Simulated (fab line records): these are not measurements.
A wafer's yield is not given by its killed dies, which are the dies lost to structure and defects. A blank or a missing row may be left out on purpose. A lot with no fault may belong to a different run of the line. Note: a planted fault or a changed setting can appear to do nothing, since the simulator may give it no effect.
A lot that was struck, set against a sound lot :: flow sky130 :: 15 steps out of a route of 708
Sound: wafers L843.1, L843.2, L843.4. Wafers L835.1, L835.2, L835.4 were the ones struck. The cause comes at the end.
Per side, at each step with rows, come the tool, then ch with its chambers, and then its first start. Under that, the readings that differ: sound wafers :: struck wafers :: difference of the means :: sigmas: that difference in standard deviations of wafers without a fault.
alike: a reading whose means differ by less than 2 such deviations, as well as words and numbers matching on both sides. not compared: withheld readings; readings where some wafer has no value; bounds like >300 that might hide an equal value; numbers whose values overlap and for which the record gives no deviation.
A row with sigmas, a row that says differs or no value, or rows on one side alone: a step with any of these is where the two part. Non-overlapping numbers with no deviation appear without sigmas and do not part them. Lack of a reading on every wafer of one side parts them only where that side has two or more wafers.

first, 4 steps without rows for these wafers: SKY_LDD_P_SOFTBAKE_03 (time 60 s); SKY_LDD_P_EXPOSE_04 (exposes mask PSDM, target cd 380 nm); SKY_LDD_P_PEB_05; SKY_LDD_P_DEVELOP_06 (develop time 60 s).
SKY_LDD_P_CD_MEAS_07 targets a cd of 380 nm.
  sound on cdSem-01, day 25 07:12; struck on cdSem-01, day 22 13:14
  alike: cdNm
SKY_LDD_P_OVL_MEAS_08:
  sound on overlay-01, day 25 07:19; struck on overlay-01, day 22 13:22
  alike: LDD_P_OVL
following that, these wafers have no rows for 1 step: SKY_LDD_P_IMPLANT_09.
SKY_LDD_P_STRIP_10: strips in O2/N2.
  sound on plasmaAsher-04 ch 0,1, day 25 07:30; struck on plasmaAsher-02 ch 0,1, day 22 13:32
  alike: drypumpMotorCurrentA, oesProductAu, stripTimeToEndpointS
  not compared: rfHoursCounterH
SKY_LDD_P_TW_MEAS_11:
  sound on filmMetro-01, day 25 07:36; struck on filmMetro-01, day 22 13:38
  alike: LDD_P_TW
then, 3 steps without rows for these wafers: SKY_LDD_HVN_DEHYDRATE_00 (time 60 s); SKY_LDD_HVN_HMDS_01 (prime time 60 s); SKY_LDD_HVN_COAT_02 (resist thk 300 nm).
SKY_LDD_HVN_SOFTBAKE_03: time 60 s.
  sound on lithoTrack-01 ch 0, day 25 22:20; struck on lithoTrack-04 ch 0, day 23 05:01
reading: heaterPowerTotalW (W)
sound: 56.59 56.53 56.49
struck: 57.25 57.34 57.30
difference: +0.76
sigmas: +17

reading: runLengthS (s)
sound: 89.35 89.43 89.40
struck: 86.72 86.69 86.74
difference: -2.68
sigmas: -17
then, 1 step without rows for these wafers: SKY_LDD_HVN_EXPOSE_04 (exposes mask HVNTM, target cd 700 nm).
-- the record jumps here: 25 days lie between the struck wafers' starts before and after (it left off in module LDD_HVN and takes up again in module PAD_OPEN, whose first step shown is number 708 of the route) --
SKY_PAD_OPEN_PROBE_99:
  sound on prober-02, day 50 07:10; struck on prober-01, day 48 12:57
  alike: killed_at_M0_to_M3, killed_at_M4_up, killedAtContacts, killedAtFrontEnd, killedAtOther, killedDies, killedOpen, killedShort

== WHERE THEY PART ==
Within this record, at SKY_LDD_HVN_SOFTBAKE_03 only. Later steps at which nothing parts them and some readings are alike: SKY_PAD_OPEN_PROBE_99.

WHY: what the simulator had put in
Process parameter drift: lithoTrack-04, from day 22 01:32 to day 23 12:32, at SKY_LDD_HVN_SOFTBAKE_03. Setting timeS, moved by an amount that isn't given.
